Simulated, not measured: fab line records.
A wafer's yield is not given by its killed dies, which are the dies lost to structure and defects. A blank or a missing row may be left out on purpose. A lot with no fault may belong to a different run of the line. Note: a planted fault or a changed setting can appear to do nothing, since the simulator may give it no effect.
A single fault, viewed from 2 desks :: flow gf180mcu :: numbers are kept per desk, each desk with only its own; the story behind them comes last

FROM THE METROLOGY DESK
Means of the sampled wafers that have a number, per lot and without regard to the tool the lot ran on: this is what the gauges read. A lot is out of limits, marked OUT, if its mean lies more than 4 standard deviations from the usual mean; the brackets give that distance.
Columns: A = V2_W_RS at GF_V2_RS_MEAS_24, usual 0.329 ohm/sq; B = V2_W_THK at GF_V2_THK_MEAS_25, usual 359 nm
lot: L852
first seen here: day 21 07:58
A: 0.333
B: 358

lot: L855
first seen here: day 22 07:29
A: 0.328
B: 362

lot: L856
first seen here: day 22 17:44
A: 0.325
B: 368

lot: L865
first seen here: day 25 17:40
A: 0.328
B: 360

lot: L866
first seen here: day 25 23:02
A: 0.327
B: 361

lot: L869
first seen here: day 26 19:29
A: 0.331
B: 355
Result from this desk: across the 6 lots, nothing is out of limits.

FOR THE TOOL OWNER'S DESK: pvd-sputter-04
The tool's own readings at GF_M3_SPUTTER_01 (material TiN, target thk 30 nm, time 25 s): means of the sampled wafers that have a number, for each lot that ran on this tool. A lot is out of limits, marked OUT, if its mean lies more than 4 standard deviations from the usual mean; the brackets give that distance.
Columns: A = throttle-valve-pct at GF_M3_SPUTTER_01, usual 29.4 %
lot: L852
first seen here: day 21 08:31
A: 28.9

lot: L855
first seen here: day 22 08:04
A: 29.2

lot: L856
first seen here: day 22 18:19
A: 28.2

lot: L865
first seen here: day 25 18:30
A: 29.1

lot: L866
first seen here: day 25 23:35
A: 28.0
Result from this desk: across the 5 lots, nothing is out of limits.

TAKEN TOGETHER
The metrology desk saw nothing out of limits.
The desk of the tool owner found nothing out of limits.

WHAT THE SIMULATOR PUT IN
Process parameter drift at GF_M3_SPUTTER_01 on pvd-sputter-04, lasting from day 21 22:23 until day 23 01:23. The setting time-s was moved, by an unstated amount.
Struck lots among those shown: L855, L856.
